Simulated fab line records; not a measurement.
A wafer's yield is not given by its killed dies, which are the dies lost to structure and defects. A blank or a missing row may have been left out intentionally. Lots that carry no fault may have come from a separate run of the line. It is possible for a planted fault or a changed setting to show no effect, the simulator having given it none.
Comparing a struck lot with a sound one    flow sky130    16 out of 708 route steps
Sound: these wafers, L140.2, L140.5, L140.6. Struck: wafers L137.1, L137.4 (left out: L137.6, a lot-mate that was not struck); the cause follows at the end.
Per side, at each step with rows, come the tool, then ch with its chambers, and then its first start. Under that, the readings that differ: sound wafers    struck wafers    difference of the means    sigmas: that difference in standard deviations of wafers without a fault.
alike: readings whose means differ by less than 2 such deviations, and words and numbers that are the same on both sides. not compared: withheld readings, readings that some wafer has no value for, bounds like >300 that may hide the same value, and numbers for which the record gives no deviation and whose values overlap.
The two part at a step that has a row with sigmas, a row that says differs or no value, or rows on one side only. When numbers do not overlap yet have no deviation, they are printed without sigmas and do not part them. Lack of a reading on every wafer of one side parts them only where that side has two or more wafers.

first, 2 steps without rows for these wafers: SKY_CONTACT_PEB_12; SKY_CONTACT_DEVELOP_13 (develop time 57.27 s).
SKY_CONTACT_CD_MEAS_14 targets a cd of 170 nm.
  struck on cdSem-01, day 36 18:52; sound on cdSem-02, day 37 00:11
  alike: cdNm
SKY_CONTACT_OVL_MEAS_15:
  struck on overlay-01, day 36 18:59; sound on overlay-02, day 37 00:17
  alike: CONTACT_OVL
then, 1 step without rows for these wafers: SKY_CONTACT_ETCH_16 (etches BARC in N2/H2, stops on SiO2, time 45.9 s, target depth 60 nm).
SKY_CONTACT_ETCH_17: etches SiO2 in C4F8/O2/Ar, stops on Si3N4, target depth 340 nm.
  sound on rieDiel-04 ch 0,3, day 37 00:22; struck on rieDiel-04 ch 3, day 36 19:04
  alike: oesProductAu
SKY_CONTACT_ETCH_18: etches Si3N4 in CHF3/O2, stops on TiN, time 39 s, target depth 75 nm.
  sound on rieDiel-04 ch 0,3; struck on rieDiel-04 ch 3
  alike: drypumpMotorCurrentA, oesProductAu, throttleValvePct
  not compared: rfHoursCounterH
SKY_CONTACT_STRIP_19: strips in O2/N2.
  sound on plasmaAsher-01 ch 0,1, day 37 00:27; struck on plasmaAsher-01 ch 0,1, day 36 19:10
  alike: drypumpMotorCurrentA, oesProductAu, stripTimeToEndpointS
  not compared: rfHoursCounterH
then, 3 steps without rows for these wafers: SKY_CONTACT_STRIP_20 (strips in post etch residue remover, time 1200 s); SKY_CONTACT_CLEAN_21 (cleans in IPA, time 180 s); SKY_CONTACT_CLEAN_22 (cleans in O3/DIW).
SKY_CONTACT_SPUTTER_23: material TiN, target thk 20 nm, time 80 s.
  struck on pvdSputter-01, day 36 19:47; sound on pvdSputter-01, day 37 01:02
  alike: throttleValvePct
SKY_CONTACT_CVD_24: deposits W, target thk 340 nm, time 102.12 s.
  sound on cvdW-01 ch 0,1, day 37 01:06; struck on cvdW-02 ch 0, day 36 19:51
reading                               sound              struck       difference  sigmas
model.W_of_CONTACT_CVD_24.thkNm (nm)  341.1 343.6 339.2  374.7 372.2  +32.1       
  alike: heaterPowerW
SKY_CONTACT_RS_MEAS_25: uses a four-point probe to measure.
  struck on filmMetro-01, day 36 20:14; sound on filmMetro-01, day 37 01:14
reading                sound                 struck         difference  sigmas
CONTACT_W_RS (ohm/sq)  0.3368 0.3356 0.3387  0.3063 0.3088  -0.0295     -11
  not compared: hold
SKY_CONTACT_THK_MEAS_26: measures by xrf.
  struck on filmMetro-01, day 36 22:38; sound on filmMetro-01, day 37 01:20
reading             sound        struck   difference  sigmas
CONTACT_W_THK (nm)  315 319 314  347 345  +30         +8
  not compared: hold
SKY_CONTACT_CMP_27: polishes, stops on SiO2, t overpolish 15 s, target thk 0 nm.
  sound on cmp-02 ch 0,2,3, day 37 01:32; struck on cmp-02 ch 0,1, day 37 00:08
reading              sound     struck                                           difference                    sigmas
hold                 - - -     awaitDispo/1.0h/release awaitDispo/1.0h/release  no value on the sound wafers  
timeToEndpointS (s)  79 76 77  90 84                                            +10                           +3
  alike: motorCurrentA

## WHERE THEY PART
First at SKY_CONTACT_RS_MEAS_25; last, within this record, at SKY_CONTACT_CMP_27.

WHY: what the simulator had put in
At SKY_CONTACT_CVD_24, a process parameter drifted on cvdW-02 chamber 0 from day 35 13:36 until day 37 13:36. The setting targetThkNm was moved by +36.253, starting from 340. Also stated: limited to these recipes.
